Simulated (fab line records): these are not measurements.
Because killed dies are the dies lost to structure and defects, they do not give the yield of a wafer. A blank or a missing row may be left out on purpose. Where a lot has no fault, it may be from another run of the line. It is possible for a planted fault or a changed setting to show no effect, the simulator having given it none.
A single fault, viewed from 2 desks | flow gf180mcu | what lay behind the numbers comes last; until then each desk has only its own

THE METROLOGY DESK
What the gauges read for every lot (on any tool): the sampled wafers with a number, averaged. Marked OUT: a lot whose mean sits more than 4 standard deviations from the usual mean, which makes it out of limits; the brackets give that distance.
Columns: A = MIM_CVD_05_THK at GF_MIM_THK_MEAS_06, usual 42.0 nm
lot  | first seen here | A
L491 | day 24 06:28    | 41.6
L492 | day 24 14:00    | 42.7
L493 | day 25 00:41    | 42.6
L494 | day 25 09:55    | 42.0
L496 | day 26 06:37    | 41.8
L497 | day 26 15:52    | 42.3
L499 | day 27 09:19    | 41.9
L500 | day 27 12:01    | 42.1
L502 | day 28 05:01    | 41.3
L504 | day 28 20:26    | 42.1
L507 | day 29 17:12    | 41.8
L508 | day 30 03:11    | 42.3
L511 | day 30 17:04    | 42.0
This desk's verdict: no lot among the 13 shows anything out of limits.

DESK OF THE TOOL OWNER: plasmaAsher-02
The tool's own readings at GF_CONTACT_STRIP_18 (strips in O2/N2): means of the sampled wafers that have a number, for each lot that ran on this tool. Marked OUT: a lot whose mean sits more than 4 standard deviations from the usual mean, which makes it out of limits; the brackets give that distance.
Columns: A = drypumpMotorCurrentA at GF_CONTACT_STRIP_18, usual 5.9 A; B = heaterPowerW at GF_CONTACT_STRIP_18, usual 355 W; C = o2FlowSccm at GF_CONTACT_STRIP_18, usual 3000 sccm; D = oesProductAu at GF_CONTACT_STRIP_18, usual 0.580 a.u.; E = platenTempC at GF_CONTACT_STRIP_18, usual 249.98 C
lot  | first seen here | A   | B   | C    | D     | E
L491 | day 15 20:08    | 6.2 | 376 | 2999 | 0.582 | 249.88
L493 | day 16 16:32    | 6.3 | 373 | 2995 | 0.579 | 250.03
L496 | day 17 23:23    | 6.5 | 374 | 3006 | 0.581 | 250.12
L499 | day 19 05:56    | 6.3 | 377 | 3006 | 0.577 | 250.03
L504 | day 20 23:23    | 6.2 | 367 | 2994 | 0.579 | 249.98
L507 | day 21 23:47    | 6.2 | 370 | 3002 | 0.577 | 249.89
L508 | day 22 13:17    | 6.2 | 367 | 2997 | 0.574 | 250.04
L511 | day 23 08:14    | 6.2 | 368 | 3007 | 0.579 | 249.74
This desk's verdict: no lot among the 8 shows anything out of limits.

ALL TOGETHER
Metrology desk: nothing out of limits seen.
The desk of the tool owner found nothing out of limits.

WHAT WAS PUT IN BY THE SIMULATOR
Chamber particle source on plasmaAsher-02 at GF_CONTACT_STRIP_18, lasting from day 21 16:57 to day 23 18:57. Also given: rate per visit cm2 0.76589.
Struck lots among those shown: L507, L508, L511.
